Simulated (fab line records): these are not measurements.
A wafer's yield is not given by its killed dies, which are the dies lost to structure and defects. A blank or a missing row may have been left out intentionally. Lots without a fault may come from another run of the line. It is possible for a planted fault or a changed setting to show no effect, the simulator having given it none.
One fault seen from 2 desks | flow gf180mcu | every desk sees just its own numbers, and what lay behind them comes last

== AT THE TOOL OWNER'S DESK: litho-track-01 ==
The tool's own readings at GF_STI_SOFTBAKE_08 (time 60 s): means of the sampled wafers that have a number, for each lot that ran on this tool. Marked OUT: a lot whose mean sits more than 4 standard deviations from the usual mean, which makes it out of limits; the brackets give that distance.
Columns: A = chill-plate-temp-C at GF_STI_SOFTBAKE_08, usual 23.00 C; B = heater-power-total-W at GF_STI_SOFTBAKE_08, usual 93.06 W; C = plate-temp-C at GF_STI_SOFTBAKE_08, usual 130.01 C
lot  | first seen here | A     | B               | C
L844 | day 2 05:19     | 22.88 | 93.06           | 130.03
L849 | day 3 06:54     | 22.97 | 93.12           | 129.95
L850 | day 3 13:27     | 23.13 | 93.09           | 129.96
L851 | day 3 16:39     | 23.07 | 96.50 (+59) OUT | 133.56 (+27) OUT
L852 | day 3 22:18     | 22.95 | 96.54 (+60) OUT | 133.71 (+28) OUT
L858 | day 5 05:21     | 22.88 | 96.48 (+59) OUT | 133.79 (+29) OUT
This desk's verdict: out of limits on L851, L852, L858, starting with L851 at day 3 16:39 (heater-power-total-W at GF_STI_SOFTBAKE_08). L844, L849, L850 stayed within limits.

== METROLOGY DESK ==
What the gauges read for every lot (on any tool): the sampled wafers with a number, averaged. Marked OUT: a lot whose mean sits more than 4 standard deviations from the usual mean, which makes it out of limits; the brackets give that distance.
Columns: A = STI_OXIDATION_THK at GF_STI_THK_MEAS_02, usual 10.05 nm; B = cd-nm at GF_STI_CD_MEAS_12, usual 219.7 nm; C = STI_OXIDATION_02_THK at GF_STI_THK_MEAS_30, usual 10.06 nm; D = MVPSD_TW at GF_MVPSD_TW_MEAS_11, usual 548.0
lot  | first seen here | A     | B                | C     | D
L842 | day 1 11:31     | 10.10 | 218.8            | 10.01 | 546.3
L844 | day 1 21:49     | 10.13 | 219.0            | 9.75  | 547.7
L846 | day 2 07:47     | 10.11 | 219.6            | 10.17 | 548.8
L847 | day 2 12:31     | 10.05 | 217.0            | 10.02 | 549.5
L849 | day 2 22:31     | 10.03 | 220.0            | 10.02 | 550.9
L850 | day 3 05:11     | 9.76  | 219.1            | 10.03 | 549.6
L851 | day 3 08:31     | 9.89  | 208.8 (-8.4) OUT | 10.00 | 543.8
L852 | day 3 13:52     | 9.86  | 209.1 (-8.2) OUT | 10.13 | 550.1
L853 | day 3 19:08     | 10.01 | 220.9            | 10.39 | 549.0
L858 | day 4 20:32     | 10.12 | 211.0 (-6.7) OUT | 10.02 | 546.4
L859 | day 5 00:37     | 10.05 | 218.3            | 9.87  | 546.3
L860 | day 5 05:32     | 10.18 | 221.1            | 10.12 | 548.1
L863 | day 5 20:31     | 9.95  | 219.8            | 10.40 | 547.1
L864 | day 6 01:31     | 9.80  | 221.2            | 10.24 | 548.6
This desk's verdict: out of limits on L851, L852, L858, starting with L851 at day 3 22:48 (cd-nm at GF_STI_CD_MEAS_12). L842, L844, L846, L847, L849, L850, L853, L859, L860, L863, L864 stayed within limits.

== BROUGHT TOGETHER ==
At day 3 16:39, on L851, L852, L858, the tool owner's desk was in a position to raise an alarm.
At day 3 22:48 the metrology desk could have sounded an alarm, on L851, L852, L858.
Of the lots named, all ran GF_STI_SOFTBAKE_08 on litho-track-01.

== WHAT THE SIMULATOR PUT IN ==
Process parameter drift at GF_STI_SOFTBAKE_08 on litho-track-01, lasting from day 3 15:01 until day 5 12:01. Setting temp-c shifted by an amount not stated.
Lots struck among those shown: L851, L852, L858.
Delay (hours) between the fault's onset and each desk's first out-of-limits reading: 2 at the tool owner's desk, 8 at the metrology desk.
